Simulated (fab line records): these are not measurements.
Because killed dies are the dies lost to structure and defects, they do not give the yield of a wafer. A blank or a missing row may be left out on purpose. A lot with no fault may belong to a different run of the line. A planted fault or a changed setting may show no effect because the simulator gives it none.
fab line records + flow sky130
[record]
- lots = 12
- wafers = 36
- last-day = 50
route steps=708 shown PWDE@84 VT_ADJUST_LVTN@107 VT_ADJUST_NCORE@128
lots that met no fault: from a run of the same line without faults
start-h: hours from the record's opening day to when the first of the lot's shown wafers began + wait-h: hours from the lot's prior step to this one + " repeats the value in the row above + L1.1+2: a single row standing in for several wafers + - no value present, or no start provided + * or withheld: withheld + < > ~ a bound
route shown NAME@n: NAME is a module with steps in the file, n the number in the route of the first one + usual: mean/standard deviation of fault-free wafers + same: alike in all rows + chamber/n: place in a boat + sites: per-site readings + _std_site: how widely they spread, as a standard deviation + _edge_site: inner sites' mean taken away from outer sites' mean + radius-mm: for every site, how far away it sits from the centre of the wafer + mask NAME#n: copy n + behind: the tool/chamber that last shaped the wafer + hold: what put the lot on hold/how long, in hours/how the hold closed + device: which transistor (n, p or np) failed to switch + end of line: the same wafers' tests at the end of the route + a step with no rows: only its recipe + killed: the dies lost at the first sort to structure and to defects; this is not the yield of the wafer + map: a wafer's dies, marking killed ones x, the rest . and places with no die _
set.NAME: setting as actually run; set.NAME@STEP: the setting as run at that earlier step + model.NAME: the simulator's own value behind a step, which no gauge read
steps of the route over a sample of lots; a table a step, a row a wafer
services: the hour from which a tool's chamber was out of use, counted from the record's first day as start-h (under 0 if before that day), plus the number of hours and why
[[steps]]
[step SKY_NWELL_RS_MEAS_31]
[recipe]
- thk-meas-gauge = four-point-probe
[usual]
- PWDE_RS = 5278/17
| lot.wafer | tool          | chamber | start-h | wait-h | PWDE_RS[ohm/sq] |
|-----------|---------------|---------|---------|--------|-----------------|
| L146.2    | film-metro-02 | -       | 102.87  | 0.1    | 5249            |
| L146.4    | "             | -       | "       | "      | 5282            |
| L146.5    | "             | -       | "       | "      | 5282            |
| L147.1    | film-metro-04 | -       | 111.04  | 0.1    | 5274            |
| L147.2    | "             | -       | "       | "      | 5267            |
| L147.3    | "             | -       | "       | "      | 5270            |
| L151.1    | film-metro-02 | -       | 138.29  | 0.1    | 5295            |
| L151.3    | "             | -       | "       | "      | 5298            |
| L151.4    | "             | -       | "       | "      | 5304            |
| L152.2    | film-metro-02 | -       | 148.72  | 0.1    | 5260            |
| L152.3    | "             | -       | "       | "      | 5255            |
| L152.4    | "             | -       | "       | "      | 5257            |
| L154.1    | film-metro-01 | -       | 153.96  | 0.1    | 5273            |
| L154.2    | "             | -       | "       | "      | 5281            |
| L154.4    | "             | -       | "       | "      | 5276            |
| L155.2    | film-metro-02 | -       | 157.21  | 0.1    | 5298            |
| L155.4    | "             | -       | "       | "      | 5272            |
| L155.6    | "             | -       | "       | "      | 5269            |
| L157.2    | film-metro-01 | -       | 173.31  | 0.1    | 5268            |
| L157.3    | "             | -       | "       | "      | 5296            |
| L157.6    | "             | -       | "       | "      | 5271            |
| L160.2    | film-metro-04 | -       | 187.12  | 0.1    | 5297            |
| L160.3    | "             | -       | "       | "      | 5268            |
| L160.5    | "             | -       | "       | "      | 5284            |
| L161.1    | film-metro-02 | -       | 193.34  | 0.1    | 5298            |
| L161.3    | "             | -       | "       | "      | 5313            |
| L161.6    | "             | -       | "       | "      | 5308            |
| L162.1    | film-metro-01 | -       | 198.05  | 0.1    | 5293            |
| L162.2    | "             | -       | "       | "      | 5281            |
| L162.5    | "             | -       | "       | "      | 5275            |
| L167.1    | film-metro-01 | -       | 235.09  | 0.1    | 5294            |
| L167.2    | "             | -       | "       | "      | 5312            |
| L167.3    | "             | -       | "       | "      | 5302            |
| L168.2    | film-metro-01 | -       | 242.46  | 0.1    | 5262            |
| L168.3    | "             | -       | "       | "      | 5266            |
| L168.4    | "             | -       | "       | "      | 5243            |
[step SKY_VT_ADJUST_LVTN_TW_MEAS_10]
[usual]
- VT_ADJUST_LVTN_TW = 242.0/1.2
| lot.wafer | tool          | chamber | start-h | wait-h | VT_ADJUST_LVTN_TW |
|-----------|---------------|---------|---------|--------|-------------------|
| L146.2    | film-metro-01 | -       | 139.91  | 0.1    | 240.1             |
| L146.4    | "             | -       | "       | "      | 240.9             |
| L146.5    | "             | -       | "       | "      | 241.0             |
| L147.1    | film-metro-01 | -       | 149.50  | 0.1    | 241.7             |
| L147.2    | "             | -       | "       | "      | 240.9             |
| L147.3    | "             | -       | "       | "      | 240.6             |
| L151.1    | film-metro-01 | -       | 177.54  | 0.1    | 241.1             |
| L151.3    | "             | -       | "       | "      | 243.2             |
| L151.4    | "             | -       | "       | "      | 243.0             |
| L152.2    | film-metro-01 | -       | 190.95  | 0.1    | 242.6             |
| L152.3    | "             | -       | "       | "      | 242.5             |
| L152.4    | "             | -       | "       | "      | 242.0             |
| L154.1    | film-metro-01 | -       | 195.84  | 0.1    | 239.9             |
| L154.2    | "             | -       | "       | "      | 239.3             |
| L154.4    | "             | -       | "       | "      | 241.6             |
| L155.2    | film-metro-01 | -       | 199.51  | 0.1    | 239.8             |
| L155.4    | "             | -       | "       | "      | 241.4             |
| L155.6    | "             | -       | "       | "      | 240.9             |
| L157.2    | film-metro-03 | -       | 217.20  | 0.1    | 241.6             |
| L157.3    | "             | -       | "       | "      | 241.0             |
| L157.6    | "             | -       | "       | "      | 241.9             |
| L160.2    | film-metro-01 | -       | 232.36  | 0.1    | 241.7             |
| L160.3    | "             | -       | "       | "      | 240.4             |
| L160.5    | "             | -       | "       | "      | 240.3             |
| L161.1    | film-metro-03 | -       | 239.00  | 0.1    | 241.2             |
| L161.3    | "             | -       | "       | "      | 242.9             |
| L161.6    | "             | -       | "       | "      | 242.2             |
| L162.1    | film-metro-02 | -       | 241.79  | 0.1    | 243.0             |
| L162.2    | "             | -       | "       | "      | 242.7             |
| L162.5    | "             | -       | "       | "      | 244.1             |
| L167.1    | film-metro-03 | -       | 282.89  | 0.1    | 241.6             |
| L167.2    | "             | -       | "       | "      | 241.2             |
| L167.3    | "             | -       | "       | "      | 241.0             |
| L168.2    | film-metro-02 | -       | 290.60  | 0.1    | 240.8             |
| L168.3    | "             | -       | "       | "      | 240.4             |
| L168.4    | "             | -       | "       | "      | 242.4             |
[step SKY_VT_ADJUST_NCORE_IMPLANT_09]
[recipe]
- species = B
- energy-kev = 10
- dose-cm2 = 2.4e+12
- tilt-deg = withheld
[usual]
- beam-on-s = 10.00/0.19
- dose-ions-cm2 = 2.3997e+12/2.6e+09
- faraday-current-uA = 13.54/0.25
| lot.wafer | tool         | chamber | start-h | wait-h | beam-on-s | dose-ions-cm2 | faraday-current-uA |
|-----------|--------------|---------|---------|--------|-----------|---------------|--------------------|
| L146.2    | implanter-01 | 0       | 179.04  | 0.0    | 10.16     | 2.3973e+12    | 13.34              |
| L146.4    | "            | 0       | "       | "      | 9.65      | 2.3969e+12    | 14.04              |
| L146.5    | "            | 0       | "       | "      | 9.71      | 2.4e+12       | 13.92              |
| L147.1    | implanter-01 | 0       | 190.47  | 0.0    | 9.93      | 2.405e+12     | 13.59              |
| L147.2    | "            | 0       | "       | "      | 10.04     | 2.4046e+12    | 13.42              |
| L147.3    | "            | 0       | "       | "      | 9.97      | 2.4033e+12    | 13.59              |
| L151.1    | implanter-02 | 0       | 222.61  | 0.1    | 9.93      | 2.3982e+12    | 13.61              |
| L151.3    | "            | 0       | "       | "      | 10.06     | 2.4002e+12    | 13.51              |
| L151.4    | "            | 0       | "       | "      | 10.19     | 2.4e+12       | 13.25              |
| L152.2    | implanter-02 | 0       | 235.94  | 0.0    | 10.12     | 2.3942e+12    | 13.31              |
| L152.3    | "            | 0       | "       | "      | 10.08     | 2.4026e+12    | 13.43              |
| L152.4    | "            | 0       | "       | "      | 9.86      | 2.3948e+12    | 13.78              |
| L154.1    | implanter-02 | 0       | 239.81  | 0.0    | 10.43     | 2.3957e+12    | 12.94              |
| L154.2    | "            | 0       | "       | "      | 10.24     | 2.3984e+12    | 13.20              |
| L154.4    | "            | 0       | "       | "      | 10.02     | 2.3988e+12    | 13.50              |
| L155.2    | implanter-02 | 0       | 244.74  | 0.0    | 10.03     | 2.4018e+12    | 13.46              |
| L155.4    | "            | 0       | "       | "      | 10.05     | 2.3976e+12    | 13.56              |
| L155.6    | "            | 0       | "       | "      | 9.91      | 2.3993e+12    | 13.70              |
| L157.2    | implanter-03 | 0       | 262.83  | 0.0    | 9.73      | 2.4028e+12    | 13.93              |
| L157.3    | "            | 0       | "       | "      | 10.12     | 2.3999e+12    | 13.41              |
| L157.6    | "            | 0       | "       | "      | 10.31     | 2.3968e+12    | 13.15              |
| L160.2    | implanter-02 | 0       | 279.63  | 0.0    | 10.22     | 2.8926e+12    | 16.04              |
| L160.3    | "            | 0       | "       | "      | 10.02     | 2.896e+12     | 16.30              |
| L160.5    | "            | 0       | "       | "      | 9.93      | 2.8988e+12    | 16.41              |
| L161.1    | implanter-02 | 0       | 286.71  | 0.0    | 10.16     | 2.8939e+12    | 16.08              |
| L161.3    | "            | 0       | "       | "      | 10.26     | 2.8989e+12    | 15.81              |
| L161.6    | "            | 0       | "       | "      | 10.60     | 2.8964e+12    | 15.33              |
| L162.1    | implanter-03 | 0       | 289.36  | 0.0    | 10.09     | 2.4035e+12    | 13.49              |
| L162.2    | "            | 0       | "       | "      | 9.88      | 2.4032e+12    | 13.71              |
| L162.5    | "            | 0       | "       | "      | 10.12     | 2.4016e+12    | 13.34              |
| L167.1    | implanter-03 | 0       | 334.76  | 0.0    | 9.90      | 2.4002e+12    | 13.71              |
| L167.2    | "            | 0       | "       | "      | 9.92      | 2.4017e+12    | 13.67              |
| L167.3    | "            | 0       | "       | "      | 9.67      | 2.4003e+12    | 13.93              |
| L168.2    | implanter-03 | 0       | 342.28  | 0.0    | 9.92      | 2.3994e+12    | 13.68              |
| L168.3    | "            | 0       | "       | "      | 10.10     | 2.3989e+12    | 13.38              |
| L168.4    | "            | 0       | "       | "      | 10.33     | 2.3984e+12    | 13.10              |
[step SKY_VT_ADJUST_NCORE_STRIP_10]
[recipe]
- chemistry = O2/N2
- power-w = 1400
- pressure-mtorr = 1500
- platen-temp-c = withheld
- o2-flow-sccm = 3000
- n2-flow-sccm = 300
- overash-fraction = 0.5
[usual]
- drypump-motor-current-A = 5.8/0.52
- oes-product-au = 0.715/0.0049
- strip-time-to-endpoint-s = 14.18/0.038
| lot.wafer | tool            | chamber | start-h | wait-h | drypump-motor-current-A | oes-product-au | rf-hours-counter-h | strip-time-to-endpoint-s |
|-----------|-----------------|---------|---------|--------|-------------------------|----------------|--------------------|--------------------------|
| L146.2    | plasma-asher-01 | 1       | 179.17  | 0.1    | 4.8                     | 0.717          | 6                  | 14.17                    |
| L146.4    | "               | 0       | "       | "      | 5.8                     | 0.717          | -                  | 14.20                    |
| L146.5    | "               | 0       | "       | "      | 5.7                     | 0.720          | -                  | 14.18                    |
| L147.1    | plasma-asher-01 | 1       | 190.62  | 0.1    | 4.8                     | 0.716          | 7                  | 14.23                    |
| L147.2    | "               | 0       | "       | "      | 5.7                     | 0.722          | 7                  | 14.20                    |
| L147.3    | "               | 1       | "       | "      | 4.8                     | 0.709          | -                  | 14.20                    |
| L151.1    | plasma-asher-03 | 0       | 222.76  | 0.1    | 6.1                     | 0.725          | 55                 | 14.15                    |
| L151.3    | "               | 0       | "       | "      | 6.1                     | 0.711          | -                  | 14.15                    |
| L151.4    | "               | 1       | "       | "      | 6.0                     | 0.712          | -                  | 14.16                    |
| L152.2    | plasma-asher-03 | 1       | 236.07  | 0.1    | 6.0                     | 0.719          | 56                 | 14.18                    |
| L152.3    | "               | 0       | "       | "      | 6.1                     | 0.721          | -                  | 14.18                    |
| L152.4    | "               | 1       | "       | "      | 6.0                     | 0.709          | -                  | 14.18                    |
| L154.1    | plasma-asher-03 | 1       | 239.96  | 0.1    | 6.0                     | 0.715          | 56                 | 14.21                    |
| L154.2    | "               | 0       | "       | "      | 6.1                     | 0.708          | 56                 | 14.19                    |
| L154.4    | "               | 1       | "       | "      | 6.0                     | 0.715          | -                  | 14.14                    |
| L155.2    | plasma-asher-02 | 1       | 244.87  | 0.1    | 6.0                     | 0.716          | 41                 | 14.19                    |
| L155.4    | "               | 1       | "       | "      | 6.0                     | 0.725          | -                  | 14.22                    |
| L155.6    | "               | 1       | "       | "      | 6.0                     | 0.710          | -                  | 14.23                    |
| L157.2    | plasma-asher-01 | 0       | 262.96  | 0.1    | 5.7                     | 0.711          | 14                 | 14.15                    |
| L157.3    | "               | 0       | "       | "      | 5.8                     | 0.717          | -                  | 14.18                    |
| L157.6    | "               | 0       | "       | "      | 5.7                     | 0.727          | -                  | 14.12                    |
| L160.2    | plasma-asher-03 | 1       | 279.76  | 0.1    | 6.0                     | 0.712          | 60                 | 14.18                    |
| L160.3    | "               | 1       | "       | "      | 5.9                     | 0.720          | -                  | 14.25                    |
| L160.5    | "               | 0       | "       | "      | 6.1                     | 0.708          | -                  | 14.19                    |
| L161.1    | plasma-asher-02 | 0       | 286.86  | 0.1    | 6.4                     | 0.716          | 45                 | 14.20                    |
| L161.3    | "               | 0       | "       | "      | 6.3                     | 0.720          | -                  | 14.17                    |
| L161.6    | "               | 1       | "       | "      | 6.0                     | 0.709          | -                  | 14.24                    |
| L162.1    | plasma-asher-02 | 0       | 289.51  | 0.1    | 6.3                     | 0.712          | 45                 | 14.19                    |
| L162.2    | "               | 1       | "       | "      | 6.0                     | 0.721          | 45                 | 14.19                    |
| L162.5    | "               | 0       | "       | "      | 6.3                     | 0.717          | -                  | 14.19                    |
| L167.1    | plasma-asher-02 | 0       | 334.91  | 0.1    | 6.4                     | 0.718          | 50                 | 14.14                    |
| L167.2    | "               | 1       | "       | "      | 6.0                     | 0.710          | 50                 | 14.13                    |
| L167.3    | "               | 1       | "       | "      | 6.0                     | 0.711          | -                  | 14.10                    |
| L168.2    | plasma-asher-01 | 0       | 342.41  | 0.1    | 5.7                     | 0.714          | 22                 | 14.26                    |
| L168.3    | "               | 0       | "       | "      | 5.7                     | 0.716          | -                  | 14.26                    |
| L168.4    | "               | 1       | "       | "      | 4.8                     | 0.718          | -                  | 14.21                    |
[step SKY_VT_ADJUST_NCORE_TW_MEAS_11]
[usual]
- VT_ADJUST_NCORE_TW = 220.0/1.2
| lot.wafer | tool          | chamber | start-h | wait-h | hold                     | VT_ADJUST_NCORE_TW |
|-----------|---------------|---------|---------|--------|--------------------------|--------------------|
| L146.2    | film-metro-04 | -       | 179.28  | 0.1    | -                        | 219.4              |
| L146.4    | "             | -       | "       | "      | -                        | 221.1              |
| L146.5    | "             | -       | "       | "      | -                        | 219.4              |
| L147.1    | film-metro-03 | -       | 190.72  | 0.1    | -                        | 217.8              |
| L147.2    | "             | -       | "       | "      | -                        | 218.9              |
| L147.3    | "             | -       | "       | "      | -                        | 218.1              |
| L151.1    | film-metro-04 | -       | 222.86  | 0.1    | -                        | 221.0              |
| L151.3    | "             | -       | "       | "      | -                        | 219.8              |
| L151.4    | "             | -       | "       | "      | -                        | 220.5              |
| L152.2    | film-metro-02 | -       | 236.18  | 0.1    | -                        | 219.2              |
| L152.3    | "             | -       | "       | "      | -                        | 220.6              |
| L152.4    | "             | -       | "       | "      | -                        | 220.5              |
| L154.1    | film-metro-03 | -       | 240.06  | 0.1    | -                        | 221.5              |
| L154.2    | "             | -       | "       | "      | -                        | 220.3              |
| L154.4    | "             | -       | "       | "      | -                        | 221.3              |
| L155.2    | film-metro-02 | -       | 244.98  | 0.1    | -                        | 220.9              |
| L155.4    | "             | -       | "       | "      | -                        | 222.3              |
| L155.6    | "             | -       | "       | "      | -                        | 220.4              |
| L157.2    | film-metro-04 | -       | 263.07  | 0.1    | -                        | 219.3              |
| L157.3    | "             | -       | "       | "      | -                        | 219.5              |
| L157.6    | "             | -       | "       | "      | -                        | 219.8              |
| L160.2    | film-metro-03 | -       | 279.87  | 0.1    | await-dispo/0.2h/release | 231.6              |
| L160.3    | "             | -       | "       | "      | await-dispo/0.2h/release | 230.4              |
| L160.5    | "             | -       | "       | "      | await-dispo/0.2h/release | 230.9              |
| L160.2    | film-metro-03 | -       | 280.09  | 0.2    | -                        | 232.9              |
| L160.3    | "             | -       | "       | "      | -                        | 232.5              |
| L160.5    | "             | -       | "       | "      | -                        | 231.7              |
| L161.1    | film-metro-04 | -       | 286.96  | 0.1    | await-dispo/0.2h/release | 233.0              |
| L161.3    | "             | -       | "       | "      | await-dispo/0.2h/release | 233.8              |
| L161.6    | "             | -       | "       | "      | await-dispo/0.2h/release | 235.0              |
| L161.1    | film-metro-04 | -       | 287.18  | 0.2    | -                        | 234.2              |
| L161.3    | "             | -       | "       | "      | -                        | 234.1              |
| L161.6    | "             | -       | "       | "      | -                        | 233.8              |
| L162.1    | film-metro-03 | -       | 289.61  | 0.1    | -                        | 218.0              |
| L162.2    | "             | -       | "       | "      | -                        | 219.5              |
| L162.5    | "             | -       | "       | "      | -                        | 217.5              |
| L167.1    | film-metro-04 | -       | 335.01  | 0.1    | -                        | 220.4              |
| L167.2    | "             | -       | "       | "      | -                        | 219.7              |
| L167.3    | "             | -       | "       | "      | -                        | 219.1              |
| L168.2    | film-metro-03 | -       | 342.52  | 0.1    | -                        | 220.2              |
| L168.3    | "             | -       | "       | "      | -                        | 219.8              |
| L168.4    | "             | -       | "       | "      | -                        | 218.9              |
[[services]]
| tool         | chamber | start-h | hours | kind   |
|--------------|---------|---------|-------|--------|
| implanter-02 | -       | 208.42  | 1.6   | repair |
| implanter-02 | -       | 210.45  | 10.0  | repair |
| implanter-01 | -       | 228.35  | 4.5   | repair |
| implanter-03 | -       | 233.50  | 4.1   | repair |
| implanter-03 | -       | 239.90  | 5.3   | pm     |
| implanter-01 | -       | 265.47  | 10.1  | repair |
| implanter-03 | -       | 266.98  | 2.1   | repair |
| implanter-02 | -       | 294.15  | 15.6  | repair |
| implanter-01 | -       | 300.58  | 2.7   | repair |
[[key]]
[first-sign]
- step = SKY_VT_ADJUST_NCORE_IMPLANT_09
- reading = dose-ions-cm2
- direction = up
- sigmas = 99+
- usual = *
- struck = *
[effect]
- step = SKY_VT_ADJUST_NCORE_IMPLANT_09
- reading = faraday-current-uA
- direction = up
- sigmas = 9.8
- usual = 13.54
- struck = 15.99
[effect]
- step = SKY_VT_ADJUST_NCORE_TW_MEAS_11
- reading = visit
- direction = added
[effect]
- step = SKY_VT_ADJUST_NCORE_TW_MEAS_11
- reading = VT_ADJUST_NCORE_TW
- direction = up
- sigmas = 11
- usual = 220.0
- struck = 232.5
met-at SKY_VT_ADJUST_NCORE_IMPLANT_09
struck-lots L160,L161
tester-left-out L160,L161
not-acting-at SKY_NWELL_RS_MEAS_31,SKY_VT_ADJUST_LVTN_TW_MEAS_10,SKY_VT_ADJUST_NCORE_STRIP_10
onset-between 244.74 279.63
[fault]
- kind = process-parameter-drift
- tool = implanter-02
- chamber = -
- onset-h = 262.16
- steps = SKY_VT_ADJUST_NCORE_IMPLANT_09
- channel = dose-cm2
- offset = *
- shape = step
- end-h = 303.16
- acts-in = *
- stated = *
// tester-left-out: of these lots the tester's yield and bins aren't shown, on N5 and GAA mostly nor the transistor test; their killed dies are dies lost to structure and defects alone, not to doping, threshold or leakage, so they don't give the yield
